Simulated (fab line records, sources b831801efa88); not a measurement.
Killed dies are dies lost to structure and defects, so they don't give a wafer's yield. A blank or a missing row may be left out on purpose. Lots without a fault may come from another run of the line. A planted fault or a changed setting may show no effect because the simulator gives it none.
Which tool did it? | flow gf180mcu | 6 lots, 18 wafers sampled, at 3 steps of a route of 602

WHAT THE GAUGES READ, wafer by wafer
GF_HV_LDD_CD_MEAS_46: target cd 400 nm.
lot  | measured     | on        | cd_nm (nm)
L462 | day 13 08:38 | cd_sem-01 | 404.3 403.5 402.6
L465 | day 14 09:09 | cd_sem-02 | 404.0 403.0 402.8
L467 | day 15 00:46 | cd_sem-01 | 399.1 400.1 400.4
L469 | day 15 20:41 | cd_sem-01 | 398.8 400.0 401.8
L474 | day 17 14:18 | cd_sem-02 | 398.0 397.4 398.2
L480 | day 19 08:57 | cd_sem-01 | 392.0 393.2 391.2

WHICH TOOL RAN EACH LOT (tool, then ch and the chambers of the sampled wafers, then the start)
lot  | GF_VT_IMPLANT_STRIP_31               | GF_HV_LDD_DEVELOP_45
L462 | plasma_asher-03 ch 0,1, day 7 16:05  | litho_track-01 ch 0, day 13 08:29
L465 | plasma_asher-02 ch 0,1, day 8 12:00  | litho_track-04 ch 0, day 14 09:00
L467 | plasma_asher-03 ch 0,1, day 9 01:41  | litho_track-01 ch 0, day 15 00:37
L469 | plasma_asher-02 ch 0,1, day 9 17:59  | litho_track-01 ch 0, day 15 20:33
L474 | plasma_asher-02 ch 0,1, day 11 01:05 | litho_track-04 ch 0, day 17 14:09
L480 | plasma_asher-02 ch 0,1, day 12 14:09 | litho_track-04 ch 0, day 19 08:48
- GF_VT_IMPLANT_STRIP_31: strips in O2/N2.
- GF_HV_LDD_DEVELOP_45: develop time 60 s.

THE ANSWER, worked out from the rows above alone
Rule: what is usual is taken from the lots themselves. Put in order of their means at a reading, lots are off if they are a third of the lots or fewer, leave a main group of 4 or more, and stand apart from it by a gap of 3 or more times the standard deviation of the main group's means; of several such gaps the widest counts. A main group whose means are all the same, to the digits that the tables above print for the reading, isn't used. A lot without any number at a reading at which 4 lots or more have one is off too. The other lots that the step has rows for count as sound.
No lot is off at any reading shown: from this, nothing can be told.

WHAT THE SIMULATOR HAD PUT IN
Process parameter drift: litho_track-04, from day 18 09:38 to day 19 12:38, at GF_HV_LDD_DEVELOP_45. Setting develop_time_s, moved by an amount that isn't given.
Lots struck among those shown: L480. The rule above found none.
